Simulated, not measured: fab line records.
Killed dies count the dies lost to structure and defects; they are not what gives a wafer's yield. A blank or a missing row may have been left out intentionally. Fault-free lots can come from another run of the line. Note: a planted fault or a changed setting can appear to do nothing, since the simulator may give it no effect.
Check of tool commonality / flow sky130 / Lots sampled 12, wafers sampled 36

REASON IT WAS OPENED
SKY_PASSIVATION_THK_MEAS_03, reading PASSIVATION_CVD_02_THK: flagged on 2 of 12 lots. No-fault wafers: 541 nm, standard deviation 6.
Rule: a lot is flagged when every wafer of it that has a number lies more than 4 standard deviations from that mean, or none has a number. All remaining lots are regarded as sound.

lot=L784; measured=day 44 06:41; on=filmMetro-01; PASSIVATION_CVD_02_THK (nm), wafer by wafer=538 546 547; flag=
lot=L785; measured=day 44 13:59; on=filmMetro-01; PASSIVATION_CVD_02_THK (nm), wafer by wafer=538 540 540; flag=
lot=L786; measured=day 44 15:35; on=filmMetro-02; PASSIVATION_CVD_02_THK (nm), wafer by wafer=536 539 554; flag=
lot=L787; measured=day 45 12:34; on=filmMetro-02; PASSIVATION_CVD_02_THK (nm), wafer by wafer=527 526 537; flag=
lot=L788; measured=day 45 15:12; on=filmMetro-03; PASSIVATION_CVD_02_THK (nm), wafer by wafer=542 536 545; flag=
lot=L793; measured=day 46 23:07; on=filmMetro-03; PASSIVATION_CVD_02_THK (nm), wafer by wafer=646 653 660; flag=FLAGGED
lot=L794; measured=day 47 06:15; on=filmMetro-03; PASSIVATION_CVD_02_THK (nm), wafer by wafer=640 643 659; flag=FLAGGED
lot=L798; measured=day 48 04:41; on=filmMetro-01; PASSIVATION_CVD_02_THK (nm), wafer by wafer=532 543 542; flag=
lot=L800; measured=day 48 10:14; on=filmMetro-03; PASSIVATION_CVD_02_THK (nm), wafer by wafer=543 548 556; flag=
lot=L802; measured=day 48 23:53; on=filmMetro-03; PASSIVATION_CVD_02_THK (nm), wafer by wafer=544 544 544; flag=
lot=L803; measured=day 49 01:04; on=filmMetro-01; PASSIVATION_CVD_02_THK (nm), wafer by wafer=535 535 540; flag=
lot=L804; measured=day 49 04:36; on=filmMetro-01; PASSIVATION_CVD_02_THK (nm), wafer by wafer=538 534 543; flag=
The mean of the flagged lots' numbers is 650 nm, +109 nm from the usual (+18 standard deviations).

WHICH TOOL RAN EACH LOT
3 process steps preceding the reading are held in the record, out of 708 steps in the route. Each cell gives the tool, then ch followed by the chambers the sampled wafers passed through, then the start.
lot=L784; flag=; SKY_VIA3_CMP_02=cmp-01 ch 1,2, day 39 05:06; SKY_VIA3_CVD_21=cvdW-01 ch 0,1, day 40 06:07; SKY_PASSIVATION_CVD_02=pecvd-02 ch 1,2, day 44 06:28
lot=L785; flag=; SKY_VIA3_CMP_02=cmp-02 ch 0,2,3, day 39 09:39; SKY_VIA3_CVD_21=cvdW-01 ch 0,1, day 40 10:40; SKY_PASSIVATION_CVD_02=pecvd-04 ch 0,1,2, day 44 13:45
lot=L786; flag=; SKY_VIA3_CMP_02=cmp-01 ch 1,2,3, day 39 11:26; SKY_VIA3_CVD_21=cvdW-02 ch 0, day 40 12:50; SKY_PASSIVATION_CVD_02=pecvd-04 ch 0,1,2, day 44 15:20
lot=L787; flag=; SKY_VIA3_CMP_02=cmp-01 ch 0,1, day 40 10:13; SKY_VIA3_CVD_21=cvdW-01 ch 0,1, day 41 11:05; SKY_PASSIVATION_CVD_02=pecvd-04 ch 0,1, day 45 12:20
lot=L788; flag=; SKY_VIA3_CMP_02=cmp-02 ch 0,2,3, day 40 16:17; SKY_VIA3_CVD_21=cvdW-01 ch 1, day 41 16:54; SKY_PASSIVATION_CVD_02=pecvd-02 ch 0,1,2, day 45 14:58
lot=L793; flag=FLAGGED; SKY_VIA3_CMP_02=cmp-02 ch 0,1, day 42 03:50; SKY_VIA3_CVD_21=cvdW-02 ch 0,1, day 43 03:47; SKY_PASSIVATION_CVD_02=pecvd-04 ch 0,1,2, day 46 22:52
lot=L794; flag=FLAGGED; SKY_VIA3_CMP_02=cmp-02 ch 1,2,3, day 42 11:24; SKY_VIA3_CVD_21=cvdW-02 ch 0,1, day 43 11:29; SKY_PASSIVATION_CVD_02=pecvd-04 ch 0,1, day 47 06:01
lot=L798; flag=; SKY_VIA3_CMP_02=cmp-02 ch 0,1,3, day 43 12:29; SKY_VIA3_CVD_21=cvdW-02 ch 0,1, day 44 11:24; SKY_PASSIVATION_CVD_02=pecvd-01 ch 0,2, day 48 04:26
lot=L800; flag=; SKY_VIA3_CMP_02=cmp-01 ch 0,1,3, day 43 21:46; SKY_VIA3_CVD_21=cvdW-02 ch 0,1, day 44 21:01; SKY_PASSIVATION_CVD_02=pecvd-02 ch 1,2, day 48 10:00
lot=L802; flag=; SKY_VIA3_CMP_02=cmp-01 ch 0,3, day 44 11:19; SKY_VIA3_CVD_21=cvdW-02 ch 0,1, day 45 10:24; SKY_PASSIVATION_CVD_02=pecvd-01 ch 0,1,2, day 48 23:44
lot=L803; flag=; SKY_VIA3_CMP_02=cmp-02 ch 1,2,3, day 44 13:36; SKY_VIA3_CVD_21=cvdW-02 ch 0, day 45 12:43; SKY_PASSIVATION_CVD_02=pecvd-02 ch 0,2, day 49 00:50
lot=L804; flag=; SKY_VIA3_CMP_02=cmp-02 ch 0,1,3, day 44 16:44; SKY_VIA3_CVD_21=cvdW-01 ch 0,1, day 45 15:49; SKY_PASSIVATION_CVD_02=pecvd-02 ch 0,2, day 49 04:22
What these steps do:
- SKY_VIA3_CMP_02: polishes SiO2.
- SKY_VIA3_CVD_21: deposits W, target thk 390 nm, time 117.31 s.
- SKY_PASSIVATION_CVD_02: deposits Si3N4, target thk 540 nm.
- SKY_PASSIVATION_THK_MEAS_03

FLAGGED AGAINST TOTAL, ONE TOOL AT A TIME (gauges that did the reading follow at the end)
step=SKY_VIA3_CMP_02; tool=cmp-01; lots run=5; flagged=0; share of the flagged lots=none; sound lots run after its first flagged lot=-
step=SKY_VIA3_CMP_02; tool=cmp-02; lots run=7; flagged=2; share of the flagged lots=all; sound lots run after its first flagged lot=3 (L798,L803,L804)
step=SKY_VIA3_CVD_21; tool=cvdW-01; lots run=5; flagged=0; share of the flagged lots=none; sound lots run after its first flagged lot=-
step=SKY_VIA3_CVD_21; tool=cvdW-02; lots run=7; flagged=2; share of the flagged lots=all; sound lots run after its first flagged lot=4 (L798,L800,L802,L803)
step=SKY_PASSIVATION_CVD_02; tool=pecvd-01; lots run=2; flagged=0; share of the flagged lots=none; sound lots run after its first flagged lot=-
step=SKY_PASSIVATION_CVD_02; tool=pecvd-02; lots run=5; flagged=0; share of the flagged lots=none; sound lots run after its first flagged lot=-
step=SKY_PASSIVATION_CVD_02; tool=pecvd-04; lots run=5; flagged=2; share of the flagged lots=all; sound lots run after its first flagged lot=0
step=SKY_PASSIVATION_THK_MEAS_03; tool=filmMetro-01; lots run=5; flagged=0; share of the flagged lots=none; sound lots run after its first flagged lot=-
step=SKY_PASSIVATION_THK_MEAS_03; tool=filmMetro-02; lots run=2; flagged=0; share of the flagged lots=none; sound lots run after its first flagged lot=-
step=SKY_PASSIVATION_THK_MEAS_03; tool=filmMetro-03; lots run=5; flagged=2; share of the flagged lots=all; sound lots run after its first flagged lot=2 (L800,L802)

WHAT THE TABLE ALLOWS
4 rows of the table ran every flagged lot: cmp-02 at SKY_VIA3_CMP_02, cvdW-02 at SKY_VIA3_CVD_21, pecvd-04 at SKY_PASSIVATION_CVD_02, filmMetro-03 at SKY_PASSIVATION_THK_MEAS_03.
- cmp-02 at SKY_VIA3_CMP_02 ran 7 lots, 2 of them flagged. Lots that were sound ran on it after the first flagged one (L798, L803, L804); a persistent fault on the entire tool would not allow that.
- cvdW-02 at SKY_VIA3_CVD_21 ran 7 lots, 2 of them flagged. Lots that were sound ran on it after the first flagged one (L798, L800, L802, L803); a persistent fault on the entire tool would not allow that.
- pecvd-04 at SKY_PASSIVATION_CVD_02 ran 5 lots, 2 of them flagged. Its last sound lot is L787 (day 45 12:20), its first flagged lot L793 (day 46 22:52): a fault that began between those two fits.
- filmMetro-03 at SKY_PASSIVATION_THK_MEAS_03 ran 5 lots, 2 of them flagged. Lots that were sound ran on it after the first flagged one (L800, L802); a persistent fault on the entire tool would not allow that.
pecvd-04 at SKY_PASSIVATION_CVD_02 is the single tool remaining.

WHAT THE SIMULATOR HAD INSERTED
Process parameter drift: pecvd-04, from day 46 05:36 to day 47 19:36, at SKY_PASSIVATION_CVD_02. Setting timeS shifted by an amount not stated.
Struck lots among those shown: L793, L794. The same result came from the rule above.
